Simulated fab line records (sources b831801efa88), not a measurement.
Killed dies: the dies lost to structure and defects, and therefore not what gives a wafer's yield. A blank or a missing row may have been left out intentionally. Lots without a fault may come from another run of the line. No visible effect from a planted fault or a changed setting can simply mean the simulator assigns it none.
Matching of chambers / flow gf180mcu / rie diel-01 running GF_V2_ETCH_16: 4 sister chambers
The step etches BARC in N2/H2. 8 wafers are shown with their chamber, then 9 later ones without.

## WAFERS WITH THEIR CHAMBER
wafer=L081.6; chamber=0; throttle valve pct (%)=13.220; oes product au (a.u.)=0.850
wafer=L085.4; chamber=0; throttle valve pct (%)=13.223; oes product au (a.u.)=0.851
wafer=L087.3; chamber=2; throttle valve pct (%)=13.240; oes product au (a.u.)=0.854
wafer=L087.6; chamber=1; throttle valve pct (%)=13.220; oes product au (a.u.)=0.862
wafer=L088.2; chamber=2; throttle valve pct (%)=13.237; oes product au (a.u.)=0.862
wafer=L089.1; chamber=1; throttle valve pct (%)=13.236; oes product au (a.u.)=0.849
wafer=L089.4; chamber=3; throttle valve pct (%)=13.228; oes product au (a.u.)=0.856
wafer=L089.6; chamber=3; throttle valve pct (%)=13.217; oes product au (a.u.)=0.854

## WAFERS WITH NO CHAMBER GIVEN
wafer=L090.1; throttle valve pct (%)=13.217; oes product au (a.u.)=0.844
wafer=L090.4; throttle valve pct (%)=13.234; oes product au (a.u.)=0.859
wafer=L090.6; throttle valve pct (%)=13.210; oes product au (a.u.)=0.852
wafer=L091.1; throttle valve pct (%)=13.213; oes product au (a.u.)=0.854
wafer=L091.2; throttle valve pct (%)=13.220; oes product au (a.u.)=0.846
wafer=L091.3; throttle valve pct (%)=13.206; oes product au (a.u.)=0.848
wafer=L094.1; throttle valve pct (%)=13.220; oes product au (a.u.)=0.843
wafer=L094.2; throttle valve pct (%)=13.212; oes product au (a.u.)=0.858
wafer=L094.6; throttle valve pct (%)=13.230; oes product au (a.u.)=0.867

## THE CHAMBER EACH PASSED THROUGH
wafer=L090.1; from the rows above=can't be placed: 0 or 3 or 1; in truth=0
wafer=L090.4; from the rows above=can't be placed: 2 or 1 or 3 or 0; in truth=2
wafer=L090.6; from the rows above=can't be placed: 0 or 3 or 1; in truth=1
wafer=L091.1; from the rows above=can't be placed: 3 or 0 or 1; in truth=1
wafer=L091.2; from the rows above=can't be placed: 0 or 3 or 1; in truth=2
wafer=L091.3; from the rows above=can't be placed: 0 or 3 or 1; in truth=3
wafer=L094.1; from the rows above=can't be placed: 0 or 3 or 1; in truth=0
wafer=L094.2; from the rows above=can't be placed: 3 or 0 or 1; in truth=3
wafer=L094.6; from the rows above=can't be placed: 2 or 1 or 3 or 0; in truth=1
Placed correctly: 0 of 9. Not placeable from these rows: 9 (in 8, the candidates include the true chamber). Placed wrongly: 0.
How it was worked out, from the rows above alone: a wafer's distance from a chamber is the root of the sum, over the readings, of the square of ((its reading less the chamber's mean) divided by the reading's scatter). The wafer belongs to the nearest chamber; if the next one is less than 2 further off, it can't be placed. The mean given for a chamber averages the wafers shown for that chamber. The scatter: the root of (the sum of the squares of (reading less its chamber's mean) over the shown wafers, divided by (wafers less chambers)).
